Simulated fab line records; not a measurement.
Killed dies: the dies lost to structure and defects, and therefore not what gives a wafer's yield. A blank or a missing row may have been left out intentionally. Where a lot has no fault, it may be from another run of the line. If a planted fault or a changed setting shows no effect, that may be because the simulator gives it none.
What tool caused it? :: flow gf180mcu :: 11 lots, 33 wafers sampled, at 6 steps of a route of 602

WHAT EACH GAUGE READ, for each wafer
GF_M2_CD_MEAS_14: target cd 280 nm.
lot: L489
measured: day 19 00:13
on: cd_sem-02
cd_nm (nm): 278.1 280.6 279.6

lot: L491
measured: day 20 02:56
on: cd_sem-02
cd_nm (nm): 278.4 279.8 279.2

lot: L492
measured: day 20 12:11
on: cd_sem-01
cd_nm (nm): 280.3 279.2 280.7

lot: L496
measured: day 22 00:59
on: cd_sem-01
cd_nm (nm): 279.9 279.4 280.7

lot: L497
measured: day 22 06:41
on: cd_sem-02
cd_nm (nm): 280.3 280.8 282.2

lot: L498
measured: day 22 13:24
on: cd_sem-02
cd_nm (nm): 279.1 277.4 278.2

lot: L499
measured: day 22 20:43
on: cd_sem-02
cd_nm (nm): 280.2 280.5 280.0

lot: L500
measured: day 23 08:05
on: cd_sem-01
cd_nm (nm): 280.6 279.5 281.7

lot: L501
measured: day 23 14:28
on: cd_sem-02
cd_nm (nm): 281.3 280.5 281.1

lot: L509
measured: day 26 07:28
on: cd_sem-01
cd_nm (nm): 279.3 279.7 279.4

lot: L512
measured: day 27 01:57
on: cd_sem-02
cd_nm (nm): 279.0 278.8 278.2

GF_V2_RS_MEAS_24: a four-point-probe measurement.
lot: L489
measured: day 20 02:44
on: film_metro-02
V2_W_RS (ohm/sq): 0.332 0.329 0.327

lot: L491
measured: day 21 05:15
on: film_metro-03
V2_W_RS (ohm/sq): 0.333 0.333 0.337

lot: L492
measured: day 21 14:26
on: film_metro-01
V2_W_RS (ohm/sq): 0.328 0.324 0.325

lot: L496
measured: day 23 02:07
on: film_metro-01
V2_W_RS (ohm/sq): 0.326 0.326 0.323

lot: L497
measured: day 23 08:25
on: film_metro-01
V2_W_RS (ohm/sq): 0.324 0.327 0.325

lot: L498
measured: day 23 14:45
on: film_metro-02
V2_W_RS (ohm/sq): 0.335 0.331 0.332

lot: L499
measured: day 23 22:17
on: film_metro-01
V2_W_RS (ohm/sq): 0.330 0.332 0.332

lot: L500
measured: day 24 09:29
on: film_metro-03
V2_W_RS (ohm/sq): 0.326 0.324 0.323

lot: L501
measured: day 24 15:19
on: film_metro-02
V2_W_RS (ohm/sq): 0.332 0.328 0.333

lot: L509
measured: day 27 06:37
on: film_metro-03
V2_W_RS (ohm/sq): 0.313 0.324 0.331 0.313 0.324 0.330

lot: L512
measured: day 28 00:26
on: film_metro-02
V2_W_RS (ohm/sq): 0.334 0.331 0.333

GF_V2_THK_MEAS_25: measures by xrf.
lot: L489
measured: day 20 02:52
on: film_metro-02
V2_W_THK (nm): 337 340 341

lot: L491
measured: day 21 05:22
on: film_metro-03
V2_W_THK (nm): 335 336 332

lot: L492
measured: day 21 14:33
on: film_metro-01
V2_W_THK (nm): 337 340 339

lot: L496
measured: day 23 02:14
on: film_metro-01
V2_W_THK (nm): 338 336 341

lot: L497
measured: day 23 08:32
on: film_metro-01
V2_W_THK (nm): 342 338 339

lot: L498
measured: day 23 14:52
on: film_metro-02
V2_W_THK (nm): 336 340 339

lot: L499
measured: day 23 22:25
on: film_metro-01
V2_W_THK (nm): 336 332 331

lot: L500
measured: day 24 09:35
on: film_metro-03
V2_W_THK (nm): 343 345 348

lot: L501
measured: day 24 15:26
on: film_metro-02
V2_W_THK (nm): 338 341 336

lot: L509
measured: day 27 09:30
on: film_metro-03
V2_W_THK (nm): 359 345 340 358 346 339

lot: L512
measured: day 28 00:32
on: film_metro-02
V2_W_THK (nm): 338 338 334

GF_M3_RS_MEAS_05: a four-point-probe measurement.
lot: L489
measured: day 20 03:26
on: film_metro-03
M3_ALCU_RS (ohm/sq): 0.0697 0.0691 0.0692

lot: L491
measured: day 21 05:57
on: film_metro-04
M3_ALCU_RS (ohm/sq): 0.0700 0.0695 0.0697

lot: L492
measured: day 21 15:08
on: film_metro-04
M3_ALCU_RS (ohm/sq): 0.0698 0.0705 0.0696

lot: L496
measured: day 23 02:49
on: film_metro-01
M3_ALCU_RS (ohm/sq): 0.0697 0.0694 0.0698

lot: L497
measured: day 23 09:07
on: film_metro-03
M3_ALCU_RS (ohm/sq): 0.0700 0.0696 0.0700

lot: L498
measured: day 23 15:27
on: film_metro-04
M3_ALCU_RS (ohm/sq): 0.0691 0.0692 0.0694

lot: L499
measured: day 23 22:59
on: film_metro-01
M3_ALCU_RS (ohm/sq): 0.0707 0.0701 0.0704

lot: L500
measured: day 24 10:11
on: film_metro-03
M3_ALCU_RS (ohm/sq): 0.0700 0.0695 0.0700

lot: L501
measured: day 24 16:01
on: film_metro-04
M3_ALCU_RS (ohm/sq): 0.0702 0.0698 0.0697

lot: L509
measured: day 27 14:50
on: film_metro-03
M3_ALCU_RS (ohm/sq): 0.0691 0.0684 0.0694

lot: L512
measured: day 28 01:26
on: film_metro-04
M3_ALCU_RS (ohm/sq): 0.0693 0.0690 0.0693

WHAT TOOL EACH LOT RAN ON (gives the tool, then ch and the chambers of the sampled wafers, and finally the start)
lot: L489
GF_M2_SPUTTER_03: pvd_sputter-04, day 18 00:25
GF_V2_CVD_23: cvd_w-01 ch 0,1, day 20 02:38

lot: L491
GF_M2_SPUTTER_03: pvd_sputter-02, day 19 02:01
GF_V2_CVD_23: cvd_w-01 ch 1, day 21 05:03

lot: L492
GF_M2_SPUTTER_03: pvd_sputter-02, day 19 12:25
GF_V2_CVD_23: cvd_w-02 ch 0,1, day 21 14:19

lot: L496
GF_M2_SPUTTER_03: pvd_sputter-03, day 21 01:13
GF_V2_CVD_23: cvd_w-02 ch 0, day 23 01:59

lot: L497
GF_M2_SPUTTER_03: pvd_sputter-02, day 21 06:59
GF_V2_CVD_23: cvd_w-02 ch 0,1, day 23 08:19

lot: L498
GF_M2_SPUTTER_03: pvd_sputter-02, day 21 14:43
GF_V2_CVD_23: cvd_w-01 ch 0,1, day 23 14:37

lot: L499
GF_M2_SPUTTER_03: pvd_sputter-04, day 21 22:13
GF_V2_CVD_23: cvd_w-01 ch 0,1, day 23 22:10

lot: L500
GF_M2_SPUTTER_03: pvd_sputter-04, day 22 08:55
GF_V2_CVD_23: cvd_w-02 ch 0,1, day 24 09:20

lot: L501
GF_M2_SPUTTER_03: pvd_sputter-03, day 22 15:42
GF_V2_CVD_23: cvd_w-02 ch 0,1, day 24 15:13

lot: L509
GF_M2_SPUTTER_03: pvd_sputter-02, day 25 11:02
GF_V2_CVD_23: cvd_w-02 ch 0, day 27 06:30

lot: L512
GF_M2_SPUTTER_03: pvd_sputter-03, day 26 05:18
GF_V2_CVD_23: cvd_w-01 ch 0,1, day 28 00:19
- GF_M2_SPUTTER_03: material Ti, target thk 10 nm, time 6.7 s.
- GF_V2_CVD_23: deposits W, target thk 350 nm, time 104.94 s.

AS READ BY THE TOOLS THEMSELVES (means over the sampled wafers that have a number; for cases with no such wafer, the mark the record gives instead)
GF_M2_SPUTTER_03.
lot: L489
tool: pvd_sputter-04
throttle_valve_pct (%): 30.0

lot: L491
tool: pvd_sputter-02
throttle_valve_pct (%): 30.4

lot: L492
tool: pvd_sputter-02
throttle_valve_pct (%): 31.7

lot: L496
tool: pvd_sputter-03
throttle_valve_pct (%): 29.7

lot: L497
tool: pvd_sputter-02
throttle_valve_pct (%): 31.3

lot: L498
tool: pvd_sputter-02
throttle_valve_pct (%): 30.3

lot: L499
tool: pvd_sputter-04
throttle_valve_pct (%): 30.1

lot: L500
tool: pvd_sputter-04
throttle_valve_pct (%): 28.8

lot: L501
tool: pvd_sputter-03
throttle_valve_pct (%): 29.9

lot: L509
tool: pvd_sputter-02
throttle_valve_pct (%): 30.2

lot: L512
tool: pvd_sputter-03
throttle_valve_pct (%): 30.4

GF_V2_CVD_23.
lot: L489
tool: cvd_w-01
heater_power_w (W): 901

lot: L491
tool: cvd_w-01
heater_power_w (W): 881

lot: L492
tool: cvd_w-02
heater_power_w (W): 829

lot: L496
tool: cvd_w-02
heater_power_w (W): 835

lot: L497
tool: cvd_w-02
heater_power_w (W): 838

lot: L498
tool: cvd_w-01
heater_power_w (W): 900

lot: L499
tool: cvd_w-01
heater_power_w (W): 907

lot: L500
tool: cvd_w-02
heater_power_w (W): 834

lot: L501
tool: cvd_w-02
heater_power_w (W): 841

lot: L509
tool: cvd_w-02
heater_power_w (W): 837

lot: L512
tool: cvd_w-01
heater_power_w (W): 918

THE ANSWER, worked out from the rows above alone
Rule: the lots themselves supply what counts as usual. Put in order of their means at a reading, lots are off if they are a third of the lots or fewer, leave a main group of 4 or more, and stand apart from it by a gap of 3 or more times the standard deviation of the main group's means; of several such gaps the widest counts. A main group whose means are all the same, to the digits that the tables above print for the reading, isn't used. A lot without any number at a reading at which 4 lots or more have one is off too. The other lots that the step has rows for count as sound. First the gauges in route order, then the tools' own readings, where a lot's mean is used as printed above. At the first step where some lot is off, the reading lying furthest off is the one used; lots without a number count as furthest.
No lot is off at any reading shown: from this, nothing can be told.

WHAT THE SIMULATOR PUT IN
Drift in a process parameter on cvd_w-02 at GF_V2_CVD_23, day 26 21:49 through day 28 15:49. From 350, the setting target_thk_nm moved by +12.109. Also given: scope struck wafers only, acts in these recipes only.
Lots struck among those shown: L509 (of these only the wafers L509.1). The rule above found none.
